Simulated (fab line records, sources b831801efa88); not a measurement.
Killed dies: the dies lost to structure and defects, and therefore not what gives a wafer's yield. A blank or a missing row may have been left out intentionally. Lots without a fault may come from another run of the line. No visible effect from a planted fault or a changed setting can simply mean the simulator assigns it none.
The tool behind it: which one? ; flow gf180mcu ; Sampling: 7 lots, 21 wafers, 3 of 602 route steps

WHAT THE GAUGES READ, wafer by wafer
GF_V2_OVL_MEAS_15.
lot;measured;on;V2_OVL (nm)
L936;day 20 13:47;overlay-01;-6 -7 -7
L939;day 21 21:07;overlay-01;-15 -3 1
L941;day 22 14:04;overlay-02;5 -1 -3
L946;day 24 10:31;overlay-01;-5 2 0
L951;day 25 20:45;overlay-02;-1 -4 -5
L953;day 26 08:31;overlay-02;-4 -6 -5
L955;day 27 05:03;overlay-02;-1 0 4

EACH LOT AND THE TOOL THAT RAN IT (in order: tool; ch and the chambers of the sampled wafers; start)
lot;GF_MVSD_IMPLANT_09;GF_M2_SPUTTER_04
L936;implanter-02 ch 0, day 4 15:28;pvdSputter-02, day 18 12:05
L939;implanter-04 ch 0, day 5 10:49;pvdSputter-03, day 19 19:04
L941;implanter-03 ch 0, day 5 20:46;pvdSputter-03, day 20 13:30
L946;implanter-02 ch 0, day 7 03:58;pvdSputter-03, day 22 12:35
L951;implanter-02 ch 0, day 8 08:46;pvdSputter-02, day 24 00:44
L953;implanter-04 ch 0, day 8 17:46;pvdSputter-03, day 24 13:31
L955;implanter-03 ch 0, day 9 08:50;pvdSputter-03, day 25 10:11
- GF_MVSD_IMPLANT_09
- GF_M2_SPUTTER_04: material TiN, target thk 50 nm, time 41.7 s.

THE ANSWER, worked out from the rows above alone
Rule: the lots themselves supply what counts as usual. Put in order of their means at a reading, lots are off if they are a third of the lots or fewer, leave a main group of 4 or more, and stand apart from it by a gap of 3 or more times the standard deviation of the main group's means; of several such gaps the widest counts. If all means in a main group match to the digits the tables above print for the reading, that group is not used. A lot without any number at a reading at which 4 lots or more have one is off too. All remaining lots with rows at the step are treated as sound.
None of the lots is off at any reading shown; this tells nothing.

WHAT HAD BEEN PUT IN BY THE SIMULATOR
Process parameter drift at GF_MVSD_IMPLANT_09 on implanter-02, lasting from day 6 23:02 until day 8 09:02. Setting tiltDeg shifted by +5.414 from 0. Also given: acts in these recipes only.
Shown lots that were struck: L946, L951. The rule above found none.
